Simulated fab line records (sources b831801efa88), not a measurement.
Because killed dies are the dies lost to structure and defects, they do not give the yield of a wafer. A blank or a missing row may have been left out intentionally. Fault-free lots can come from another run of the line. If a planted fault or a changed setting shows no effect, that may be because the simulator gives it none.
The tool behind it: which one? + flow sky130 + at 1 step of a route of 708, 7 lots with 21 wafers sampled

## WHAT THE GAUGES READ, wafer by wafer
SKY_FIELD_ISO_CD_MEAS_13 targets a cd of 150 nm.
| lot  | measured    | on        | cd_nm (nm)        |
|------|-------------|-----------|-------------------|
| L245 | day 2 16:10 | cd_sem-01 | 147.8 146.9 149.6 |
| L248 | day 3 07:44 | cd_sem-02 | 149.2 149.7 149.4 |
| L254 | day 4 14:25 | cd_sem-01 | 152.3 151.9 151.7 |
| L258 | day 5 10:04 | cd_sem-01 | 151.6 150.9 151.1 |
| L261 | day 6 00:46 | cd_sem-01 | 149.1 150.3 149.8 |
| L263 | day 6 14:46 | cd_sem-02 | 151.5 151.2 152.6 |
| L266 | day 7 03:54 | cd_sem-01 | 149.3 148.1 147.9 |

## WHAT TOOL EACH LOT RAN ON (gives the tool, then ch and the chambers of the sampled wafers, and finally the start)
Before these readings, the record contains no process step.

## THE ANSWER, worked out from the rows above alone
Rule: the usual values come from the lots themselves. Put in order of their means at a reading, lots are off if they are a third of the lots or fewer, leave a main group of 4 or more, and stand apart from it by a gap of 3 or more times the standard deviation of the main group's means; of several such gaps the widest counts. A main group is skipped when, at the precision printed for the reading in the tables above, its means are all equal. Also off: a lot with no number at a reading for which 4 or more lots have one. The other lots that the step has rows for count as sound.
No lot is off on any of the readings shown, so nothing can be concluded from this.

## WHAT THE SIMULATOR PUT IN
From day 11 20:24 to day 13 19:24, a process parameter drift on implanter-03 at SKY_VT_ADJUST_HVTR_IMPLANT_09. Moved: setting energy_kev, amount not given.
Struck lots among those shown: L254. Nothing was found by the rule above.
